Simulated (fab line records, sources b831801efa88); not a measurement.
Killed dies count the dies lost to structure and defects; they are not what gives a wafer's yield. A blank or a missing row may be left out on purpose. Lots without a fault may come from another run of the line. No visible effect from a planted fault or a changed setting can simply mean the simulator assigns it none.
Which tool was responsible? -- flow gf180mcu -- 6 lots, 18 wafers sampled, at 5 steps of a route of 602

WHAT EACH GAUGE READ, for each wafer
GF_V1_OVL_MEAS_15.
lot,measured,on,V1_OVL (nm)
L810,day 19 07:00,overlay-01,2 0 -1
L812,day 19 18:14,overlay-02,42 46 44 44 50 47
L814,day 20 11:44,overlay-02,46 45 51 49 49 56
L818,day 21 19:16,overlay-02,37 33 36 42 35 38
L822,day 23 10:10,overlay-02,-6 -4 -2
L827,day 24 21:50,overlay-02,-2 -2 -1

WHICH TOOL RAN EACH LOT (tool, then ch and the chambers of the sampled wafers, then the start)
lot,GF_CONTACT_CVD_02,GF_CONTACT_CMP_04,GF_M1_SPUTTER_01,GF_V1_EXPOSE_11
L810,"pecvd-02 ch 1,2, day 16 05:52","cmp-01 ch 0,2,3, day 16 06:02","pvd sputter-04, day 17 06:32","krf scanner-02 ch 0, day 18 19:04"
L812,"pecvd-01 ch 0,2, day 16 14:50","cmp-01 ch 0,3, day 16 14:58","pvd sputter-04, day 17 15:25","krf scanner-02 ch 0, day 19 05:59"
L814,"pecvd-02 ch 0,1, day 17 08:47","cmp-01 ch 1,2,3, day 17 08:55","pvd sputter-01, day 18 09:46","krf scanner-02 ch 0, day 20 00:05"
L818,"pecvd-01 ch 0,1, day 18 16:18","cmp-02 ch 0,1, day 18 16:29","pvd sputter-04, day 19 18:35","krf scanner-02 ch 0, day 21 07:58"
L822,"pecvd-02 ch 0,2, day 20 07:23","cmp-01 ch 0,1,2, day 20 07:40","pvd sputter-01, day 21 08:59","krf scanner-01 ch 0, day 22 22:14"
L827,"pecvd-02 ch 0,2, day 21 21:49","cmp-02 ch 0,3, day 21 21:56","pvd sputter-01, day 22 22:52","krf scanner-01 ch 0, day 24 11:08"
- GF_CONTACT_CVD_02: deposits SiO2 from TEOS, target thk 860 nm, time 95.992 s.
- GF_CONTACT_CMP_04: polishes SiO2.
- GF_M1_SPUTTER_01: material TiN, target thk 30 nm, time 25 s.
- GF_V1_EXPOSE_11: exposes mask Via1, target cd 260 nm.

THE ANSWER, worked out from the rows above alone
Rule: what is usual is taken from the lots themselves. The widest of any qualifying gaps counts: lots, ordered by their means at a reading, are off when they make up no more than a third of the lots, leave a main group of 4 or more, and stand apart from it by 3 or more times the standard deviation of that group's means. The tables above print the reading to a certain number of digits; a main group whose means all agree to those digits is not used. Also off: a lot with no number at a reading for which 4 or more lots have one. Any other lot the step has rows for is counted as sound.
Across all readings shown, no lot is off: no conclusion can be drawn from this.

WHAT THE SIMULATOR HAD PUT IN
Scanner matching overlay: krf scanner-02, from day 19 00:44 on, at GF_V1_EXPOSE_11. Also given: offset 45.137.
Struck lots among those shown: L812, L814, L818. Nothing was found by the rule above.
